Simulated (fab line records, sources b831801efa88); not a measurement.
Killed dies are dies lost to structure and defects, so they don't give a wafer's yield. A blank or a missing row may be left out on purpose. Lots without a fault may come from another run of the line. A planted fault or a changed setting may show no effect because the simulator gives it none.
Which tool did it? | flow gf180mcu | 12 lots, 36 wafers sampled, at 5 steps of a route of 602

WHAT THE GAUGES READ, wafer by wafer
GF_DNWELL_TW_MEAS_09. Usual: DNWELL_TW 1347, standard deviation 13.
lot  | measured    | on            | DNWELL_TW      | flag
L260 | day 2 18:17 | film_metro-02 | 1342 1336 1331 |
L261 | day 3 01:02 | film_metro-04 | 1360 1356 1356 |
L262 | day 3 05:44 | film_metro-04 | 1367 1366 1367 |
L263 | day 3 09:15 | film_metro-04 | 1367 1365 1369 |
L264 | day 3 14:56 | film_metro-03 | 1334 1328 1331 |
L265 | day 4 01:31 | film_metro-04 | 1356 1364 1368 |
L268 | day 4 16:00 | film_metro-02 | 1345 1344 1352 |
L269 | day 4 19:39 | film_metro-02 | 1335 1347 1344 |
L275 | day 6 02:32 | film_metro-02 | 1333 1324 1328 |
L277 | day 6 13:35 | film_metro-03 | 1336 1335 1338 |
L280 | day 7 04:20 | film_metro-03 | 1339 1346 1342 |
L283 | day 7 20:12 | film_metro-03 | 1338 1343 1346 |

GF_NWELL_TW_MEAS_11. Usual: NWELL_TW 1570, standard deviation 15.
lot  | measured    | on            | NWELL_TW       | flag
L260 | day 3 06:55 | film_metro-04 | 1577 1579 1573 |
L261 | day 3 14:29 | film_metro-01 | 1578 1573 1585 |
L262 | day 3 18:57 | film_metro-04 | 1581 1580 1587 |
L263 | day 3 22:38 | film_metro-02 | 1552 1553 1556 |
L264 | day 4 04:55 | film_metro-04 | 1580 1585 1583 |
L265 | day 4 15:36 | film_metro-02 | 1549 1553 1550 |
L268 | day 5 06:53 | film_metro-02 | 1554 1567 1554 |
L269 | day 5 10:19 | film_metro-01 | 1581 1578 1583 |
L275 | day 6 17:43 | film_metro-01 | 1587 1587 1589 |
L277 | day 7 04:49 | film_metro-04 | 1582 1584 1585 |
L280 | day 7 19:55 | film_metro-02 | 1540 1546 1544 |
L283 | day 8 09:16 | film_metro-04 | 1561 1552 1561 |

GF_VT_IMPLANT_RS_MEAS_49: measures by four-point-probe. Usual: MVPSD_RS 1169 ohm/sq, standard deviation 3.
lot  | measured     | on            | MVPSD_RS (ohm/sq) | flag
L260 | day 7 13:23  | film_metro-02 | 1167 1169 1169    |
L261 | day 7 23:38  | film_metro-02 | 1170 1169 1172    |
L262 | day 8 02:20  | film_metro-02 | 1165 1169 1169    |
L263 | day 8 07:13  | film_metro-02 | 1168 1174 1172    |
L264 | day 8 11:51  | film_metro-04 | 1165 1170 1167    |
L265 | day 8 18:08  | film_metro-02 | 1170 1171 1168    |
L268 | day 9 08:55  | film_metro-04 | 1171 1167 1168    |
L269 | day 9 15:26  | film_metro-04 | 1170 1172 1169    |
L275 | day 11 06:10 | film_metro-01 | 1107 1109 1109    | OFF
L277 | day 11 17:05 | film_metro-02 | 1109 1106 1105    | OFF
L280 | day 12 12:16 | film_metro-04 | 1166 1166 1164    |
L283 | day 13 08:43 | film_metro-01 | 1170 1172 1172    |

WHICH TOOL RAN EACH LOT (tool, then ch and the chambers of the sampled wafers, then the start)
lot  | GF_STI_STRIP_15                     | GF_MVPSD_IMPLANT_09
L260 | plasma_asher-03 ch 0, day 2 01:20   | implanter-02 ch 0, day 5 01:20
L261 | plasma_asher-01 ch 0,1, day 2 07:53 | implanter-03 ch 0, day 5 09:28
L262 | plasma_asher-03 ch 0,1, day 2 12:44 | implanter-03 ch 0, day 5 13:49
L263 | plasma_asher-03 ch 0,1, day 2 16:40 | implanter-03 ch 0, day 5 18:40
L264 | plasma_asher-02 ch 0,1, day 2 22:18 | implanter-02 ch 0, day 6 01:16
L265 | plasma_asher-01 ch 0,1, day 3 07:00 | implanter-03 ch 0, day 6 11:08
L268 | plasma_asher-01 ch 0,1, day 3 20:23 | implanter-02 ch 0, day 7 03:38
L269 | plasma_asher-02 ch 0,1, day 3 23:46 | implanter-02 ch 0, day 7 08:32
L275 | plasma_asher-02 ch 0,1, day 5 07:42 | implanter-02 ch 0, day 8 11:46
L277 | plasma_asher-01 ch 0,1, day 5 17:45 | implanter-02 ch 0, day 8 20:43
L280 | plasma_asher-02 ch 0,1, day 6 08:40 | implanter-01 ch 0, day 9 09:16
L283 | plasma_asher-03 ch 0,1, day 7 00:37 | implanter-01 ch 0, day 10 04:34
- GF_STI_STRIP_15: strips in O2/N2.
- GF_MVPSD_IMPLANT_09

WHAT THE TOOLS THEMSELVES READ (means of the sampled wafers that have a number; where no wafer has one, the mark that the record gives instead)
GF_STI_STRIP_15. Usual: drypump_motor_current_A 5.8 A, standard deviation 0.31; heater_power_w 338 W, standard deviation 32; oes_product_au 0.382 a.u., standard deviation 0.0053; strip_time_to_endpoint_s 3.69 s, standard deviation 0.044.
lot  | tool            | drypump_motor_current_A (A) | heater_power_w (W) | oes_product_au (a.u.) | strip_time_to_endpoint_s (s) | flag
L260 | plasma_asher-03 | 5.8                         | 314                | 0.382                 | 3.69                         |
L261 | plasma_asher-01 | 5.8                         | 371                | 0.385                 | 3.71                         |
L262 | plasma_asher-03 | 5.8                         | 332                | 0.379                 | 3.70                         |
L263 | plasma_asher-03 | 5.8                         | 331                | 0.382                 | 3.73                         |
L264 | plasma_asher-02 | 5.5                         | 316                | 0.384                 | 3.70                         |
L265 | plasma_asher-01 | 5.7                         | 381                | 0.381                 | 3.71                         |
L268 | plasma_asher-01 | 5.7                         | 376                | 0.377                 | 3.66                         |
L269 | plasma_asher-02 | 5.8                         | 313                | 0.383                 | 3.68                         |
L275 | plasma_asher-02 | 5.9                         | 314                | 0.388                 | 3.70                         |
L277 | plasma_asher-01 | 5.8                         | 367                | 0.390                 | 3.70                         |
L280 | plasma_asher-02 | 5.5                         | 297                | 0.383                 | 3.76                         |
L283 | plasma_asher-03 | 5.8                         | 334                | 0.378                 | 3.66                         |

GF_MVPSD_IMPLANT_09. Usual: dose_ions_cm2 5e+12, standard deviation 4.8e+09; faraday_current_uA 28.2, standard deviation 0.53.
lot  | tool         | dose_ions_cm2 | faraday_current_uA | flag
L260 | implanter-02 | 5e+12         | 28.6               |
L261 | implanter-03 | 5e+12         | 28.2               |
L262 | implanter-03 | 5e+12         | 28.5               |
L263 | implanter-03 | 5e+12         | 28.1               |
L264 | implanter-02 | 5e+12         | 28.4               |
L265 | implanter-03 | 5e+12         | 28.9               |
L268 | implanter-02 | 5e+12         | 28.3               |
L269 | implanter-02 | 5e+12         | 28.6               |
L275 | implanter-02 | 7e+12         | 36.5               | OFF
L277 | implanter-02 | 7e+12         | 36.7               | OFF
L280 | implanter-01 | 5e+12         | 27.9               |
L283 | implanter-01 | 5e+12         | 28.1               |

THE ANSWER, worked out from the rows above alone
Rule: a lot is off if the mean of its wafers that have a number lies more than 3 standard deviations from the usual mean. A lot without any number at a reading at which 4 lots or more have one is off too. The other lots that the step has rows for count as sound. The gauges are gone through in route order, then the tools' own readings, and for those a lot's mean is taken as printed above. The first step at which some lot is off is used, and at that step the reading that is off furthest; a lot without a number counts as furthest.
Off: L275, L277, at GF_VT_IMPLANT_RS_MEAS_49 (MVPSD_RS).
A tool fits if, at a process step before that reading, it ran every lot that is off, and no sound lot after the first of them. The gauges at GF_VT_IMPLANT_RS_MEAS_49 aren't tried: what is off there is off at GF_MVPSD_IMPLANT_09 too, on other tools, and a gauge's error can't cause that. One fits: implanter-02 at GF_MVPSD_IMPLANT_09. Its last sound lot is L269 (day 7 08:32), its first lot that is off L275 (day 8 11:46): a fault that began between those two fits.
The tool's own readings at GF_MVPSD_IMPLANT_09 bear it out: on the lots that are off they differ by more than 5 times the standard deviation of the sound lots' means. dose_ions_cm2 reads 7e+12 there against 5e+12 on the sound lots; faraday_current_uA reads 36.6 there against 28.4 on the sound lots.

WHAT THE SIMULATOR HAD PUT IN
Process parameter drift: implanter-02, from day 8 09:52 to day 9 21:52, at GF_MVPSD_IMPLANT_09. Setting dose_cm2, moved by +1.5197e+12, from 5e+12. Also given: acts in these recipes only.
Lots struck among those shown: L275, L277. The rule above found the same.
